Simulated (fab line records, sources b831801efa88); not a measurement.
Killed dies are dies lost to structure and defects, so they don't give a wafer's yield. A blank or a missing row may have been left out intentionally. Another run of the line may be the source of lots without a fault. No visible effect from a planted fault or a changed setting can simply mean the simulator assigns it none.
Which tool was responsible? / flow gf180mcu / Sampling: 13 lots, 39 wafers, 4 of 602 route steps

## WHAT THE GAUGES SHOWED, per wafer
GF_CONTACT_THK_MEAS_01. Usual: CONTACT_CVD_00_THK 300 nm, standard deviation 3.2.
lot=L657; measured=day 14 21:04; on=film_metro-03; CONTACT_CVD_00_THK (nm)=296 306 304; flag=
lot=L658; measured=day 15 00:53; on=film_metro-03; CONTACT_CVD_00_THK (nm)=299 304 299; flag=
lot=L659; measured=day 15 10:19; on=film_metro-03; CONTACT_CVD_00_THK (nm)=298 300 296; flag=
lot=L660; measured=day 16 01:52; on=film_metro-01; CONTACT_CVD_00_THK (nm)=298 298 301; flag=
lot=L665; measured=day 18 11:33; on=film_metro-04; CONTACT_CVD_00_THK (nm)=307 302 308; flag=
lot=L666; measured=day 18 20:56; on=film_metro-04; CONTACT_CVD_00_THK (nm)=305 302 299; flag=
lot=L667; measured=day 19 09:25; on=film_metro-03; CONTACT_CVD_00_THK (nm)=299 300 301; flag=
lot=L668; measured=day 19 20:24; on=film_metro-04; CONTACT_CVD_00_THK (nm)=300 300 296; flag=
lot=L669; measured=day 19 21:55; on=film_metro-01; CONTACT_CVD_00_THK (nm)=296 301 302; flag=
lot=L679; measured=day 22 20:04; on=film_metro-04; CONTACT_CVD_00_THK (nm)=300 299 298; flag=
lot=L680; measured=day 23 04:55; on=film_metro-03; CONTACT_CVD_00_THK (nm)=300 302 298; flag=

## TOOL THAT RAN EACH LOT (tool first, then ch and the chambers of the sampled wafers, then the start)
lot=L657; GF_STI_ETCH_13=rie_diel-03 ch 0,2, day 2 01:43; GF_STI_STRIP_15=plasma_asher-02 ch 0,1, day 2 01:52; GF_STI_CMP_25=cmp-02 ch 1,2,3, day 2 03:39
lot=L658; GF_STI_ETCH_13=rie_diel-04 ch 0,3, day 2 05:47; GF_STI_STRIP_15=plasma_asher-01 ch 0,1, day 2 05:57; GF_STI_CMP_25=cmp-01 ch 0,1,2, day 2 08:50
lot=L659; GF_STI_ETCH_13=rie_diel-04 ch 1,2, day 2 11:09; GF_STI_STRIP_15=plasma_asher-03 ch 1, day 2 11:19; GF_STI_CMP_25=cmp-01 ch 1,3, day 2 13:55
lot=L660; GF_STI_ETCH_13=rie_diel-01 ch 0,2,3, day 2 16:32; GF_STI_STRIP_15=plasma_asher-03 ch 0,1, day 2 16:42; GF_STI_CMP_25=cmp-01 ch 0,1,3, day 2 18:57
lot=L665; GF_STI_ETCH_13=rie_diel-03 ch 0,1,3, day 3 18:04; GF_STI_STRIP_15=plasma_asher-03 ch 0,1, day 3 18:13; GF_STI_CMP_25=cmp-02 ch 0,1,3, day 3 20:29
lot=L666; GF_STI_ETCH_13=rie_diel-01 ch 1,2, day 4 00:55; GF_STI_STRIP_15=plasma_asher-01 ch 0,1, day 4 01:04; GF_STI_CMP_25=cmp-02 ch 1,2, day 4 02:52
lot=L667; GF_STI_ETCH_13=rie_diel-03 ch 2,3, day 4 04:55; GF_STI_STRIP_15=plasma_asher-01 ch 0,1, day 4 05:06; GF_STI_CMP_25=cmp-02 ch 0,1,2, day 4 07:00
lot=L668; GF_STI_ETCH_13=rie_diel-01 ch 0,2,3, day 4 09:59; GF_STI_STRIP_15=plasma_asher-01 ch 0,1, day 4 10:09; GF_STI_CMP_25=cmp-01 ch 0,2,3, day 4 12:10
lot=L669; GF_STI_ETCH_13=rie_diel-03 ch 1,2, day 4 15:00; GF_STI_STRIP_15=plasma_asher-03 ch 0,1, day 4 15:10; GF_STI_CMP_25=cmp-02 ch 0,2, day 4 17:56
lot=L673; GF_STI_ETCH_13=rie_diel-03 ch 0,2, day 5 12:02; GF_STI_STRIP_15=plasma_asher-02 ch 0,1, day 5 12:12; GF_STI_CMP_25=cmp-01 ch 0,1,2, day 5 13:58
lot=L674; GF_STI_ETCH_13=rie_diel-04 ch 1,3, day 5 16:56; GF_STI_STRIP_15=plasma_asher-01 ch 0,1, day 5 17:06; GF_STI_CMP_25=cmp-01 ch 0,2,3, day 5 19:04
lot=L679; GF_STI_ETCH_13=rie_diel-04 ch 0,3, day 6 19:00; GF_STI_STRIP_15=plasma_asher-03 ch 0,1, day 6 19:11; GF_STI_CMP_25=cmp-01 ch 0,2, day 6 20:56
lot=L680; GF_STI_ETCH_13=rie_diel-01 ch 0,2, day 7 00:03; GF_STI_STRIP_15=plasma_asher-03 ch 0,1, day 7 00:13; GF_STI_CMP_25=cmp-02 ch 0,1,2, day 7 02:49
- GF_STI_ETCH_13: etches the open film in CHF3/O2, stops on Si, target depth 282.31 nm, time 112.9 s.
- GF_STI_STRIP_15: strips in O2/N2.
- GF_STI_CMP_25: polishes, stops on Si3N4, t overpolish 33 s, target thk 524.6 nm.

## AS READ BY THE TOOLS THEMSELVES (means over the sampled wafers that have a number; for cases with no such wafer, the mark the record gives instead)
GF_STI_ETCH_13. Usual: O2_flow_sccm 5.000 sccm, standard deviation 0.014; bias_w 200.0 W, standard deviation 0.6; drypump_motor_current_A 5.7 A, standard deviation 0.52; oes_product_au 0.833 a.u., standard deviation 0.0077; throttle_valve_pct 8.811 %, standard deviation 0.0092.
lot=L657; tool=rie_diel-03; O2_flow_sccm (sccm)=5.009; bias_w (W)=199.9; drypump_motor_current_A (A)=5.4; oes_product_au (a.u.)=0.836; throttle_valve_pct (%)=8.817; flag=
lot=L658; tool=rie_diel-04; O2_flow_sccm (sccm)=5.006; bias_w (W)=199.6; drypump_motor_current_A (A)=5.2; oes_product_au (a.u.)=0.826; throttle_valve_pct (%)=8.816; flag=
lot=L659; tool=rie_diel-04; O2_flow_sccm (sccm)=4.993; bias_w (W)=199.8; drypump_motor_current_A (A)=5.9; oes_product_au (a.u.)=0.821; throttle_valve_pct (%)=8.810; flag=
lot=L660; tool=rie_diel-01; O2_flow_sccm (sccm)=5.003; bias_w (W)=200.1; drypump_motor_current_A (A)=6.0; oes_product_au (a.u.)=0.825; throttle_valve_pct (%)=8.804; flag=
lot=L665; tool=rie_diel-03; O2_flow_sccm (sccm)=4.994; bias_w (W)=199.8; drypump_motor_current_A (A)=5.9; oes_product_au (a.u.)=0.824; throttle_valve_pct (%)=8.803; flag=
lot=L666; tool=rie_diel-01; O2_flow_sccm (sccm)=5.003; bias_w (W)=199.9; drypump_motor_current_A (A)=5.8; oes_product_au (a.u.)=0.830; throttle_valve_pct (%)=8.810; flag=
lot=L667; tool=rie_diel-03; O2_flow_sccm (sccm)=4.995; bias_w (W)=199.6; drypump_motor_current_A (A)=5.7; oes_product_au (a.u.)=0.833; throttle_valve_pct (%)=8.802; flag=
lot=L668; tool=rie_diel-01; O2_flow_sccm (sccm)=4.989; bias_w (W)=199.7; drypump_motor_current_A (A)=6.0; oes_product_au (a.u.)=0.834; throttle_valve_pct (%)=8.806; flag=
lot=L669; tool=rie_diel-03; O2_flow_sccm (sccm)=4.999; bias_w (W)=200.9; drypump_motor_current_A (A)=5.5; oes_product_au (a.u.)=0.824; throttle_valve_pct (%)=8.819; flag=
lot=L673; tool=rie_diel-03; O2_flow_sccm (sccm)=-; bias_w (W)=-; drypump_motor_current_A (A)=-; oes_product_au (a.u.)=-; throttle_valve_pct (%)=-; flag=OFF
lot=L674; tool=rie_diel-04; O2_flow_sccm (sccm)=-; bias_w (W)=-; drypump_motor_current_A (A)=-; oes_product_au (a.u.)=-; throttle_valve_pct (%)=-; flag=OFF
lot=L679; tool=rie_diel-04; O2_flow_sccm (sccm)=5.004; bias_w (W)=199.7; drypump_motor_current_A (A)=5.7; oes_product_au (a.u.)=0.840; throttle_valve_pct (%)=8.812; flag=
lot=L680; tool=rie_diel-01; O2_flow_sccm (sccm)=5.005; bias_w (W)=199.7; drypump_motor_current_A (A)=6.2; oes_product_au (a.u.)=0.834; throttle_valve_pct (%)=8.809; flag=

GF_STI_STRIP_15. Usual: drypump_motor_current_A 5.47 A, standard deviation 0.23; heater_power_w 330 W, standard deviation 31; oes_product_au 0.384 a.u., standard deviation 0.0043; strip_time_to_endpoint_s 3.72 s, standard deviation 0.043.
lot=L657; tool=plasma_asher-02; drypump_motor_current_A (A)=5.39; heater_power_w (W)=324; oes_product_au (a.u.)=0.383; strip_time_to_endpoint_s (s)=3.70; flag=
lot=L658; tool=plasma_asher-01; drypump_motor_current_A (A)=5.48; heater_power_w (W)=334; oes_product_au (a.u.)=0.382; strip_time_to_endpoint_s (s)=3.70; flag=
lot=L659; tool=plasma_asher-03; drypump_motor_current_A (A)=5.57; heater_power_w (W)=314; oes_product_au (a.u.)=0.382; strip_time_to_endpoint_s (s)=3.73; flag=
lot=L660; tool=plasma_asher-03; drypump_motor_current_A (A)=5.45; heater_power_w (W)=329; oes_product_au (a.u.)=0.387; strip_time_to_endpoint_s (s)=3.71; flag=
lot=L665; tool=plasma_asher-03; drypump_motor_current_A (A)=5.34; heater_power_w (W)=341; oes_product_au (a.u.)=0.385; strip_time_to_endpoint_s (s)=3.77; flag=
lot=L666; tool=plasma_asher-01; drypump_motor_current_A (A)=5.67; heater_power_w (W)=312; oes_product_au (a.u.)=0.386; strip_time_to_endpoint_s (s)=3.75; flag=
lot=L667; tool=plasma_asher-01; drypump_motor_current_A (A)=5.48; heater_power_w (W)=334; oes_product_au (a.u.)=0.383; strip_time_to_endpoint_s (s)=3.74; flag=
lot=L668; tool=plasma_asher-01; drypump_motor_current_A (A)=5.46; heater_power_w (W)=337; oes_product_au (a.u.)=0.385; strip_time_to_endpoint_s (s)=3.78; flag=
lot=L669; tool=plasma_asher-03; drypump_motor_current_A (A)=5.32; heater_power_w (W)=342; oes_product_au (a.u.)=0.383; strip_time_to_endpoint_s (s)=3.68; flag=
lot=L673; tool=plasma_asher-02; drypump_motor_current_A (A)=5.37; heater_power_w (W)=332; oes_product_au (a.u.)=0.494; strip_time_to_endpoint_s (s)=6.28; flag=OFF
lot=L674; tool=plasma_asher-01; drypump_motor_current_A (A)=5.64; heater_power_w (W)=316; oes_product_au (a.u.)=0.489; strip_time_to_endpoint_s (s)=6.23; flag=OFF
lot=L679; tool=plasma_asher-03; drypump_motor_current_A (A)=5.33; heater_power_w (W)=345; oes_product_au (a.u.)=0.381; strip_time_to_endpoint_s (s)=3.69; flag=
lot=L680; tool=plasma_asher-03; drypump_motor_current_A (A)=5.44; heater_power_w (W)=332; oes_product_au (a.u.)=0.389; strip_time_to_endpoint_s (s)=3.80; flag=

GF_STI_CMP_25. Usual: motor_current_A at 12.2 A, with a standard deviation of 1.1.
lot=L657; tool=cmp-02; motor_current_A (A)=12.7; flag=
lot=L658; tool=cmp-01; motor_current_A (A)=11.9; flag=
lot=L659; tool=cmp-01; motor_current_A (A)=10.5; flag=
lot=L660; tool=cmp-01; motor_current_A (A)=11.2; flag=
lot=L665; tool=cmp-02; motor_current_A (A)=12.4; flag=
lot=L666; tool=cmp-02; motor_current_A (A)=13.3; flag=
lot=L667; tool=cmp-02; motor_current_A (A)=13.4; flag=
lot=L668; tool=cmp-01; motor_current_A (A)=11.7; flag=
lot=L669; tool=cmp-02; motor_current_A (A)=12.9; flag=
lot=L673; tool=cmp-01; motor_current_A (A)=11.7; flag=
lot=L674; tool=cmp-01; motor_current_A (A)=11.8; flag=
lot=L679; tool=cmp-01; motor_current_A (A)=12.2; flag=
lot=L680; tool=cmp-02; motor_current_A (A)=13.2; flag=

## THE ANSWER, worked out from the rows above alone
Rule: a lot is off if the mean of its wafers that have a number lies more than 3 standard deviations from the usual mean. Also off: a lot with no number at a reading for which 4 or more lots have one. Any other lot the step has rows for is counted as sound. Order of review: gauges by route order, followed by the tools' own readings, for which a lot's mean as printed above is used. At the first step where some lot is off, the reading lying furthest off is the one used; lots without a number count as furthest.
Off: L673, L674, at GF_STI_ETCH_13 (O2_flow_sccm). Without a number there: L673, L674.
If a tool, at that step or one of the process steps before it, ran each lot that is off and ran no sound lot following the first of them, it fits. Not one of the candidates tried fits.

## WHAT THE SIMULATOR HAD INSERTED
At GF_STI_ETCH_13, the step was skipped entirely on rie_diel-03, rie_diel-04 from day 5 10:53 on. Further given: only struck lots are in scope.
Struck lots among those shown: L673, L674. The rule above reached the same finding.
